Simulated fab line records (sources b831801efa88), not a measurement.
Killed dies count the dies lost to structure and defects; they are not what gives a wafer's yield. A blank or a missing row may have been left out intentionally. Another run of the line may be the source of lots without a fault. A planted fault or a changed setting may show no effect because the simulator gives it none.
Code-filled problem report in 8D (eight disciplines) form + flow sky130 + the parts of the form that need people (team, actions taken, sign-off) are left out

1. THE ISSUE
cdNm at SKY_METAL4_CD_MEAS_13 reads a mean of 282.4 nm on 4 wafers of 3 lots; wafers without a fault read 299.4 nm with a standard deviation of 1.6. Measured from the usual mean, that is -11 standard deviations.
The step: target cd 300 nm.
The first sign was on wafer L866.3 at day 44 11:26, on cdSem-02. The record has a number at this step for 35 wafers belonging to 12 lots. By rule, "out" or "out of limits" means more than 4 standard deviations away from the usual mean. The other wafers with a number count as sound.

2. WHAT IT IS, WHAT IT ISN'T
| question                    | is                             | is not                                                                                                         |
|-----------------------------|--------------------------------|----------------------------------------------------------------------------------------------------------------|
| which readings at this step | cdNm                           | -                                                                                                              |
| which lots                  | L866, L867, L868               | L860, L861, L862, L870, L872, L878, L879, L880, L881                                                           |
| which wafers of those lots  | L866.3, L867.1, L868.1, L868.2 | L866.4, L867.4, L867.6, L868.6                                                                                 |
| read on which gauges        | cdSem-01, cdSem-02             | -                                                                                                              |
| when                        | from day 44 11:26              | up to then (10 sound wafers); but 21 sound wafers of L867, L868, L870, L872, L878, L879, L880, L881 came after |

3. SUSPECTS, AND WHAT RULES EACH OUT
Counting: any tool at a process step up to the reading remains a suspect provided it ran every lot that is out. Sound lots after the first of them don't rule it out here, since some wafers of a struck lot are sound.
- the gauge at SKY_METAL4_CD_MEAS_13: ruled out. Those wafers that are out were read across 2 gauges (cdSem-01, cdSem-02).
- krfScanner-02 at SKY_METAL4_EXPOSE_10 (exposes mask MM4, target cd 300 nm): kept. It processed each lot that is out (first: L866, day 44 02:21); up to then, its last sound lot is L862 (day 43 07:11).
Remaining after the count: krfScanner-02 at SKY_METAL4_EXPOSE_10.

4. THE CAUSE (what the simulator had put in)
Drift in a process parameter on krfScanner-02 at SKY_METAL4_EXPOSE_10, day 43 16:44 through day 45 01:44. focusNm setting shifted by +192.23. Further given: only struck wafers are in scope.
Counting left only this tool.

5. SEQUENCE OF EFFECTS, ordered by route
One row per reading whose mean, taken over the struck wafers that have a number, lies over 3 standard deviations from the usual. Readings are gone through only where the record gives a usual standard deviation; hours: the median, over the lots, of the time from a lot's start at the first step in this table giving one to that lot's start at this step; sigmas: the change measured in usual standard deviations.
| hours | step                  | reading | usual    | on struck wafers | change | sigmas |
|-------|-----------------------|---------|----------|------------------|--------|--------|
| 0     | SKY_METAL4_CD_MEAS_13 | cdNm    | 299.4 nm | 282.4            | -16.9  | -11    |

6. WHAT WOULD HAVE CAUGHT IT SOONER
19 hours passed between the start of the fault at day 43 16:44 and the first reading out of limits at a measuring or inspecting step in this record, taken at day 44 11:26.
The start of SKY_METAL4_EXPOSE_10 on krfScanner-02 came by day 44 11:26 for every one of the lots that are out (3). Holding the tool at that point would not have protected any of them.
